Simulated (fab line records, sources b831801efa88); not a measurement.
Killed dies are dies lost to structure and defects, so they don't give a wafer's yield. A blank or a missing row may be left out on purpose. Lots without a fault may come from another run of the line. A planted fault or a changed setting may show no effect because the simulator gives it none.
Which tool did it? | flow sky130 | 6 lots, 18 wafers sampled, at 3 steps of a route of 708

WHAT THE GAUGES READ, wafer by wafer
SKY_VT_ADJUST_NCORE_OVL_MEAS_08.
lot  | measured     | on         | VT_ADJUST_NCORE_OVL (nm)
L400 | day 8 20:14  | overlay-02 | 1.0 2.0 0.3
L402 | day 9 07:33  | overlay-02 | 0.2 0.8 -0.2
L404 | day 9 21:44  | overlay-02 | 1.5 0.5 -0.7
L407 | day 10 18:45 | overlay-02 | 101.6 99.7 100.1
L412 | day 12 10:00 | overlay-02 | 102.4 102.9 102.8
L419 | day 14 22:29 | overlay-01 | 0.4 -0.5 0.9

WHICH TOOL RAN EACH LOT (tool, then ch and the chambers of the sampled wafers, then the start)
lot  | SKY_VT_ADJUST_HVTP_STRIP_10          | SKY_VT_ADJUST_NCORE_EXPOSE_04
L400 | plasma_asher-02 ch 0,1, day 6 09:54  | iline_stepper-01 ch 0, day 8 09:59
L402 | plasma_asher-01 ch 0,1, day 6 18:58  | iline_stepper-01 ch 0, day 8 20:42
L404 | plasma_asher-03 ch 0,1, day 7 07:58  | iline_stepper-01 ch 0, day 9 11:08
L407 | plasma_asher-03 ch 0,1, day 8 02:37  | iline_stepper-02 ch 0, day 10 08:16
L412 | plasma_asher-03 ch 0,1, day 9 12:25  | iline_stepper-02 ch 0, day 11 21:47
L419 | plasma_asher-02 ch 0,1, day 11 18:27 | iline_stepper-01 ch 0, day 14 08:56
- SKY_VT_ADJUST_HVTP_STRIP_10: strips in O2/N2.
- SKY_VT_ADJUST_NCORE_EXPOSE_04: exposes mask LVTN COMPLEMENT THIN, target cd 380 nm.

THE ANSWER, worked out from the rows above alone
Rule: what is usual is taken from the lots themselves. Put in order of their means at a reading, lots are off if they are a third of the lots or fewer, leave a main group of 4 or more, and stand apart from it by a gap of 3 or more times the standard deviation of the main group's means; of several such gaps the widest counts. A main group whose means are all the same, to the digits that the tables above print for the reading, isn't used. A lot without any number at a reading at which 4 lots or more have one is off too. The other lots that the step has rows for count as sound.
Off: L407, L412, at SKY_VT_ADJUST_NCORE_OVL_MEAS_08 (VT_ADJUST_NCORE_OVL). The main group: mean 0.5 nm, standard deviation 0.34.
A tool fits if, at a process step before that reading, it ran every lot that is off, and no sound lot after the first of them. The gauges at SKY_VT_ADJUST_NCORE_OVL_MEAS_08 are tried like those tools. Can't be told from this: 3 tools fit, plasma_asher-03 at SKY_VT_ADJUST_HVTP_STRIP_10, iline_stepper-02 at SKY_VT_ADJUST_NCORE_EXPOSE_04, overlay-02 at SKY_VT_ADJUST_NCORE_OVL_MEAS_08.

WHAT THE SIMULATOR HAD PUT IN
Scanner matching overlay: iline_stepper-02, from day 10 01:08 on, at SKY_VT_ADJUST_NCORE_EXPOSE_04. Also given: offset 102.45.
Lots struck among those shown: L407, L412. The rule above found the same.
